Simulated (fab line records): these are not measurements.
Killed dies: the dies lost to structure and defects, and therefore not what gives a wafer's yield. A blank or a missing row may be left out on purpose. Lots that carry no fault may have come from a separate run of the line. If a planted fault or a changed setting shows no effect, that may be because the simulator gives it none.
The tool behind it: which one? -- flow gf180mcu -- 14 lots, 42 wafers sampled, at 5 steps of a route of 602

## WHAT EACH GAUGE READ, for each wafer
GF_PSD_OVL_MEAS_08.
lot,measured,on,PSD_OVL (nm)
L886,day 14 03:32,overlay-01,0.0 -1.2 -0.3
L891,day 15 23:45,overlay-02,0.5 -1.0 0.7
L890,day 16 00:42,overlay-02,-2.0 -1.9 0.1
L892,day 16 14:43,overlay-01,-0.6 0.6 1.9
L893,day 16 18:47,overlay-01,2.8 0.1 2.5
L894,day 16 21:54,overlay-01,-1.9 -1.4 -0.6
L897,day 18 07:39,overlay-02,-1.3 0.7 0.2
L898,day 18 10:11,overlay-02,-3.9 -1.8 -2.2
L899,day 18 22:08,overlay-02,-0.3 0.0 -0.3
L900,day 19 10:59,overlay-01,-139.8 -139.0 -140.1 -140.8 -140.5 -141.0
L901,day 19 11:56,overlay-02,-142.1 -142.1 -141.6 -143.7 -143.5 -142.7
L905,day 20 21:49,overlay-01,0.3 -0.8 -0.6
L908,day 22 02:35,overlay-01,1.4 0.4 0.1
L909,day 22 08:08,overlay-01,0.3 1.2 0.6

GF_PSD_RS_MEAS_14: the measuring method here is four-point-probe.
lot,measured,on,NSD_RS (ohm/sq)
L886,day 14 04:01,filmMetro-03,46.24 46.07 46.18
L891,day 16 00:16,filmMetro-04,46.06 46.06 46.02
L890,day 16 01:13,filmMetro-03,46.02 46.11 46.16
L892,day 16 15:12,filmMetro-03,46.23 46.26 46.23
L893,day 16 19:16,filmMetro-03,46.14 46.10 46.10
L894,day 16 22:24,filmMetro-03,46.03 46.07 46.10
L897,day 18 08:11,filmMetro-03,46.09 46.07 46.13
L898,day 18 10:43,filmMetro-03,46.30 46.25 46.18
L899,day 18 22:39,filmMetro-04,46.01 46.06 46.07
L905,day 20 22:19,filmMetro-04,46.03 46.23 46.27
L908,day 22 03:04,filmMetro-04,46.27 46.13 46.14
L909,day 22 08:39,filmMetro-04,46.15 46.15 46.13

GF_CONTACT_THK_MEAS_03.
lot,measured,on,CONTACT_CVD_02_THK (nm)
L886,day 15 01:52,filmMetro-04,856 841 856
L891,day 16 23:28,filmMetro-02,838 858 870
L890,day 17 00:53,filmMetro-02,854 859 856
L892,day 17 15:14,filmMetro-02,861 852 850
L893,day 17 19:39,filmMetro-04,843 859 861
L894,day 17 23:02,filmMetro-04,840 861 870
L897,day 19 08:51,filmMetro-02,858 867 867
L898,day 19 12:17,filmMetro-02,862 880 875
L899,day 20 00:02,filmMetro-02,868 869 875
L905,day 21 23:25,filmMetro-02,857 874 871
L908,day 23 03:12,filmMetro-02,859 860 877
L909,day 23 08:50,filmMetro-04,854 861 868

GF_CONTACT_OVL_MEAS_15.
lot,measured,on,CONTACT_OVL (nm)
L886,day 16 00:20,overlay-01,-8 4 4
L891,day 17 22:52,overlay-01,-1 1 8
L890,day 18 00:02,overlay-01,9 5 7
L892,day 18 14:58,overlay-01,-1 -4 -1
L893,day 18 20:19,overlay-01,3 0 2
L894,day 19 00:00,overlay-02,-4 -6 -11
L897,day 20 09:33,overlay-01,-9 -9 -8
L898,day 20 13:15,overlay-01,-6 0 -5
L899,day 21 00:38,overlay-02,-2 0 4
L905,day 22 23:29,overlay-01,-2 -5 0
L908,day 24 02:40,overlay-01,-1 8 9
L909,day 24 07:03,overlay-01,0 -5 -3

## WHICH TOOL RAN EACH LOT (tool, then ch and the chambers of the sampled wafers, then the start)
lot,GF_PSD_EXPOSE_04
L886,"ilineStepper-02 ch 0, day 13 17:50"
L891,"ilineStepper-01 ch 0, day 15 12:50"
L890,"ilineStepper-02 ch 0, day 15 14:16"
L892,"ilineStepper-02 ch 0, day 16 03:17"
L893,"ilineStepper-02 ch 0, day 16 06:42"
L894,"ilineStepper-01 ch 0, day 16 10:47"
L897,"ilineStepper-01 ch 0, day 17 20:10"
L898,"ilineStepper-02 ch 0, day 17 22:34"
L899,"ilineStepper-01 ch 0, day 18 09:52"
L900,"ilineStepper-01 ch 0, day 18 23:31"
L901,"ilineStepper-01 ch 0, day 19 00:33"
L905,"ilineStepper-02 ch 0, day 20 09:19"
L908,"ilineStepper-02 ch 0, day 21 14:28"
L909,"ilineStepper-02 ch 0, day 21 20:45"
- GF_PSD_EXPOSE_04: exposes mask Pplus, target cd 400 nm.

## WHAT THE TOOLS THEMSELVES READ (means of the sampled wafers that have a number; where no wafer has one, the mark that the record gives instead)
GF_PSD_EXPOSE_04.
lot,tool,focusOffsetNm (nm)
L886,ilineStepper-02,-0.4
L891,ilineStepper-01,-0.1
L890,ilineStepper-02,-0.1
L892,ilineStepper-02,-0.8
L893,ilineStepper-02,0.4
L894,ilineStepper-01,0.6
L897,ilineStepper-01,0.5
L898,ilineStepper-02,-0.3
L899,ilineStepper-01,-0.6
L900,ilineStepper-01,0.2
L901,ilineStepper-01,0.1
L905,ilineStepper-02,0.3
L908,ilineStepper-02,0.3
L909,ilineStepper-02,0.1

## THE ANSWER, worked out from the rows above alone
Rule: the usual values come from the lots themselves. Put in order of their means at a reading, lots are off if they are a third of the lots or fewer, leave a main group of 4 or more, and stand apart from it by a gap of 3 or more times the standard deviation of the main group's means; of several such gaps the widest counts. Not used: any main group whose means are identical at the precision the tables above print for the reading. Also off: a lot with no number at a reading for which 4 or more lots have one. The other lots that the step has rows for count as sound. The gauges are gone through in route order, then the tools' own readings, and for those a lot's mean is taken as printed above. At the first step where some lot is off, the reading lying furthest off is the one used; lots without a number count as furthest.
Off: L900, L901, seen at GF_PSD_OVL_MEAS_08 (PSD_OVL). Mean -0.2 nm and standard deviation 1.1 in the main group.
A tool fits if, at a process step before that reading, it ran every lot that is off, and no sound lot after the first of them. The gauges at GF_PSD_OVL_MEAS_08 are tried like those tools. One fits: GF_PSD_EXPOSE_04 on ilineStepper-01. A fault onset in the window from L899 (day 18 09:52, its last sound lot) to L900 (day 18 23:31, its first lot off) fits.

## WHAT HAD BEEN PUT IN BY THE SIMULATOR
Scanner matching overlay: ilineStepper-01, from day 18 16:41 on, at GF_PSD_EXPOSE_04. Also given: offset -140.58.
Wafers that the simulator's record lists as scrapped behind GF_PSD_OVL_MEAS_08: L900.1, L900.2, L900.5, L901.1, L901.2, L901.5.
Lots struck among those shown: L900, L901. Same finding as the rule above.
